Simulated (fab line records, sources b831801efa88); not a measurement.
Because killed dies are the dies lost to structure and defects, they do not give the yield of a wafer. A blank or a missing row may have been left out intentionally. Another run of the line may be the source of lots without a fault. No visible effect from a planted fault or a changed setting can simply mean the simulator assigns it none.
Which tool did it? | flow sky130 | 12 lots with 36 wafers sampled at 5 steps, on a route of 708 steps

## WHAT THE GAUGES READ, wafer by wafer
SKY_FIELD_ISO_BOW_MEAS_00. Usual: for INCOMING_BOW the level is 0 um and the standard deviation is 6.8.
lot  | measured    | on            | INCOMING_BOW (um) | flag
L625 | day 1 10:00 | film metro-03 | -4 -3 6           |
L626 | day 1 15:00 | film metro-02 | 10 5 -5           |
L627 | day 1 20:01 | film metro-01 | 2 3 12            |
L629 | day 2 06:00 | film metro-02 | 2 1 6             |
L634 | day 3 07:00 | film metro-01 | -3 5 -9           |
L635 | day 3 12:00 | film metro-03 | 7 2 1             |
L638 | day 4 03:01 | film metro-01 | -1 5 0            |
L639 | day 4 08:00 | film metro-02 | 4 0 -9            |
L641 | day 4 18:01 | film metro-02 | 6 -14 5           |
L643 | day 5 04:01 | film metro-02 | 2 -5 3            |
L647 | day 6 00:00 | film metro-01 | -1 1 -11          |
L648 | day 6 05:04 | film metro-02 | 0 -4 10           |

SKY_VT_ADJUST_NCORE_CD_MEAS_07: the cd target is 380 nm. Usual: cd nm 380.0 nm, standard deviation 2.5.
lot  | measured     | on        | cd nm (nm)        | flag
L625 | day 9 12:23  | cd sem-02 | 379.6 383.0 381.5 |
L626 | day 9 18:59  | cd sem-01 | 384.8 381.5 382.4 |
L627 | day 9 23:07  | cd sem-02 | 380.6 381.4 380.6 |
L629 | day 10 21:47 | cd sem-01 | 382.5 383.1 381.5 |
L634 | day 11 23:41 | cd sem-01 | 379.6 378.3 380.6 |
L635 | day 12 04:29 | cd sem-01 | 380.2 380.7 378.4 |
L638 | day 12 23:01 | cd sem-02 | 381.5 382.4 381.0 |
L639 | day 13 03:11 | cd sem-01 | 380.6 379.3 382.5 |
L641 | day 13 16:46 | cd sem-01 | 378.5 377.6 378.7 |
L643 | day 14 03:22 | cd sem-01 | 382.1 385.5 384.1 |
L647 | day 15 03:20 | cd sem-01 | 379.0 379.3 379.6 |
L648 | day 15 13:45 | cd sem-01 | 375.5 378.2 375.6 |

SKY_SD_P_OVL_MEAS_08. Usual: for SD_P_OVL the level is -1.2 nm and the standard deviation is 1.4.
lot  | measured     | on         | SD_P_OVL (nm)  | flag
L625 | day 26 06:02 | overlay-01 | -2.5 -3.1 -0.9 |
L626 | day 26 12:22 | overlay-01 | -0.4 -0.8 -2.3 |
L627 | day 26 22:04 | overlay-02 | -3.3 -2.0 -4.2 |
L629 | day 27 23:58 | overlay-02 | -0.8 0.0 -1.4  |
L634 | day 29 11:34 | overlay-01 | -0.3 -1.2 -2.2 |
L635 | day 29 14:10 | overlay-02 | 0.3 -0.9 -0.2  |
L638 | day 30 17:28 | overlay-01 | -1.2 -3.0 -1.5 |
L639 | day 30 16:34 | overlay-01 | -2.8 -1.8 -0.7 |
L641 | day 31 10:19 | overlay-01 | -0.5 -3.0 -1.4 |
L643 | day 31 20:07 | overlay-01 | 0.1 -0.4 -2.3  |
L647 | day 32 20:04 | overlay-01 | 0.4 1.6 0.8    |
L648 | day 33 09:47 | overlay-01 | 1.4 0.1 -0.2   |

## EACH LOT AND THE TOOL THAT RAN IT (in order: tool; ch and the chambers of the sampled wafers; start)
lot  | SKY_LDD_N_IMPLANT_09            | SKY_LDD_N_STRIP_16
L625 | implanter-01 ch 0, day 18 14:46 | plasma asher-03 ch 0,1, day 18 15:49
L626 | implanter-01 ch 0, day 18 20:17 | plasma asher-01 ch 0,1, day 18 21:20
L627 | implanter-02 ch 0, day 19 06:09 | plasma asher-03 ch 0,1, day 19 07:10
L629 | implanter-01 ch 0, day 20 10:08 | plasma asher-01 ch 0,1, day 20 11:11
L634 | implanter-04 ch 0, day 21 20:29 | plasma asher-03 ch 0,1, day 21 21:32
L635 | implanter-04 ch 0, day 22 00:25 | plasma asher-03 ch 0,1, day 22 01:28
L638 | implanter-02 ch 0, day 23 04:36 | plasma asher-01 ch 0,1, day 23 05:38
L639 | implanter-01 ch 0, day 23 04:37 | plasma asher-02 ch 0,1, day 23 05:40
L641 | implanter-01 ch 0, day 24 01:00 | plasma asher-01 ch 0,1, day 24 02:01
L643 | implanter-02 ch 0, day 24 10:42 | plasma asher-01 ch 0,1, day 24 11:44
L647 | implanter-04 ch 0, day 25 11:23 | plasma asher-02 ch 0,1, day 25 12:26
L648 | implanter-02 ch 0, day 26 01:18 | plasma asher-02 ch 0,1, day 26 02:19
- SKY_LDD_N_IMPLANT_09
- SKY_LDD_N_STRIP_16: strips in O2/N2.

## AS READ BY THE TOOLS THEMSELVES (means over the sampled wafers that have a number; for cases with no such wafer, the mark the record gives instead)
SKY_LDD_N_IMPLANT_09. Usual: beam on s 9.99 s, standard deviation 0.2; dose ions cm2 7.5e+13, standard deviation 8.8e+10; faraday current uA 423, standard deviation 8.1.
lot  | tool         | beam on s (s) | dose ions cm2 | faraday current uA | flag
L625 | implanter-01 | 9.98          | 7.5e+13       | 423                |
L626 | implanter-01 | 10.06         | 7.5e+13       | 419                |
L627 | implanter-02 | 10.06         | 7.5e+13       | 421                |
L629 | implanter-01 | 9.89          | 7.5e+13       | 426                |
L634 | implanter-04 | 10.01         | 9.2e+13       | 515                | OFF
L635 | implanter-04 | 10.00         | 9.2e+13       | 515                | OFF
L638 | implanter-02 | 9.97          | 7.5e+13       | 423                |
L639 | implanter-01 | 9.97          | 7.5e+13       | 424                |
L641 | implanter-01 | 10.04         | 7.5e+13       | 420                |
L643 | implanter-02 | 10.13         | 7.5e+13       | 418                |
L647 | implanter-04 | 9.97          | 7.5e+13       | 426                |
L648 | implanter-02 | 9.95          | 7.5e+13       | 424                |

SKY_LDD_N_STRIP_16. Usual: drypump motor current A 5.39 A, standard deviation 0.26; n2 flow sccm 300.0 sccm, standard deviation 0.81; o2 flow sccm 3000 sccm, standard deviation 8.9; oes product au 0.407 a.u., standard deviation 0.0041; strip time to endpoint s 4.317 s, standard deviation 0.015.
lot  | tool            | drypump motor current A (A) | n2 flow sccm (sccm) | o2 flow sccm (sccm) | oes product au (a.u.) | strip time to endpoint s (s) | flag
L625 | plasma asher-03 | 5.30                        | 300.8               | 2996                | 0.404                 | 4.299                        |
L626 | plasma asher-01 | 5.26                        | 299.4               | 3002                | 0.411                 | 4.322                        |
L627 | plasma asher-03 | 5.28                        | 300.4               | 3008                | 0.409                 | 4.328                        |
L629 | plasma asher-01 | 5.24                        | 300.4               | 2994                | 0.403                 | 4.292                        |
L634 | plasma asher-03 | 5.31                        | 299.2               | 3005                | 0.410                 | 4.362                        |
L635 | plasma asher-03 | 5.29                        | 300.7               | 3006                | 0.406                 | 4.357                        |
L638 | plasma asher-01 | 5.17                        | 300.4               | 2988                | 0.410                 | 4.323                        |
L639 | plasma asher-02 | 5.84                        | 299.6               | 2994                | 0.409                 | 4.327                        |
L641 | plasma asher-01 | 5.23                        | 299.8               | 2997                | 0.409                 | 4.324                        |
L643 | plasma asher-01 | 5.15                        | 300.3               | 2996                | 0.401                 | 4.322                        |
L647 | plasma asher-02 | 5.84                        | 300.2               | 2998                | 0.405                 | 4.302                        |
L648 | plasma asher-02 | 5.84                        | 300.2               | 3010                | 0.406                 | 4.333                        |

## THE ANSWER, worked out from the rows above alone
Rule: lot off if the mean of its wafers having a number is beyond 3 standard deviations from the usual mean. Also off: a lot with no number at a reading for which 4 or more lots have one. All remaining lots with rows at the step are treated as sound. After the gauges, taken in route order, come the tools' own readings; for these a lot's mean is taken, as printed above. The first step at which some lot is off is used, and at that step the reading that is off furthest; a lot without a number counts as furthest.
Off: L634, L635 (SKY_LDD_N_IMPLANT_09, dose ions cm2).
If a tool, at that step or one of the process steps before it, ran each lot that is off and ran no sound lot following the first of them, it fits. None of those tried fits.

## WHAT THE SIMULATOR HAD INSERTED
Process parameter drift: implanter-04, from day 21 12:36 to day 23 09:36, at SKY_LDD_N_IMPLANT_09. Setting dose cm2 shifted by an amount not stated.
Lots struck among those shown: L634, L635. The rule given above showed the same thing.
